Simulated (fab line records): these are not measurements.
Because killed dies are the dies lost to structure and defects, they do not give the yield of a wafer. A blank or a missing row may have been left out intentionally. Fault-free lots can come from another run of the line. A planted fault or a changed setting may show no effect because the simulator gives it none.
One fault seen from 2 desks / flow sky130 / each desk has only its own numbers; what lay behind them comes last

== FOR THE TOOL OWNER'S DESK: rieDiel-01 ==
The tool's own readings at SKY_VIA3_ETCH_14 (etches BARC in N2/H2, stops on SiO2, time 45.9 s, target depth 60 nm): means of the sampled wafers that have a number, for each lot that ran on this tool. The brackets show how far a lot's mean lies from the usual mean; more than 4 standard deviations puts the lot out of limits, marked OUT.
Columns: A = biasW at SKY_VIA3_ETCH_14, usual 100.0 W; B = drypumpMotorCurrentA at SKY_VIA3_ETCH_14, usual 5.8 A; C = oesProductAu at SKY_VIA3_ETCH_14, usual 0.855 a.u.; D = rfFwdPowerW at SKY_VIA3_ETCH_14, usual 494.4 W; E = throttleValvePct at SKY_VIA3_ETCH_14, usual 13.225 %
lot=L116; first seen here=day 42 22:01; A=99.8; B=5.2; C=0.857; D=495.7; E=13.214
lot=L117; first seen here=day 43 04:25; A=99.6; B=5.8; C=0.859; D=495.1; E=13.227
lot=L122; first seen here=day 45 00:41; A=102.4 (+7.8) OUT; B=6.0; C=0.852; D=496.1; E=13.224
lot=L121; first seen here=day 45 03:10; A=102.7 (+8.6) OUT; B=6.4; C=0.855; D=493.3; E=13.226
lot=L124; first seen here=day 45 05:07; A=102.6 (+8.3) OUT; B=5.6; C=0.853; D=496.1; E=13.217
This desk's finding: out of limits on L121, L122, L124; first on L122, day 45 00:41 (biasW at SKY_VIA3_ETCH_14). L116, L117 stayed within limits.

== METROLOGY DESK ==
Lot by lot, what the gauges showed, no matter which tool ran the lot: averages of those sampled wafers that carry a number. The brackets show how far a lot's mean lies from the usual mean; more than 4 standard deviations puts the lot out of limits, marked OUT.
Columns: A = CAP2M_CVD_00_THK at SKY_CAP2M_THK_MEAS_01, usual 15.44 nm
lot=L107; first seen here=day 38 09:51; A=15.65
lot=L110; first seen here=day 41 05:06; A=15.47
lot=L114; first seen here=day 42 08:07; A=15.59
lot=L116; first seen here=day 42 23:37; A=15.44
lot=L117; first seen here=day 43 06:04; A=15.56
lot=L122; first seen here=day 45 02:14; A=15.42
lot=L121; first seen here=day 45 04:41; A=15.32
lot=L124; first seen here=day 45 06:40; A=15.18
lot=L127; first seen here=day 45 20:40; A=15.37
lot=L128; first seen here=day 46 12:02; A=15.39
lot=L129; first seen here=day 46 14:24; A=15.59
lot=L130; first seen here=day 46 18:32; A=15.34
This desk's finding: nothing out of limits on any of the 12 lots.

== TAKEN TOGETHER ==
The tool owner's desk could have raised an alarm at day 45 00:41, on L121, L122, L124.
Nothing out of limits was seen by the metrology desk.
The metrology desk holds a record of L121, L122, L124, inside its limits.
The lots listed all ran SKY_VIA3_ETCH_14 on rieDiel-01.

== WHAT THE SIMULATOR HAD INSERTED ==
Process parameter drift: rieDiel-01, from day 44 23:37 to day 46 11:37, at SKY_VIA3_ETCH_14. The setting biasW was moved by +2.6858, starting from 100. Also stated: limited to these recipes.
Lots struck among those shown: L121, L122, L124.
Hours from the fault's start to each desk's first reading out of limits: the tool owner's desk, 1.
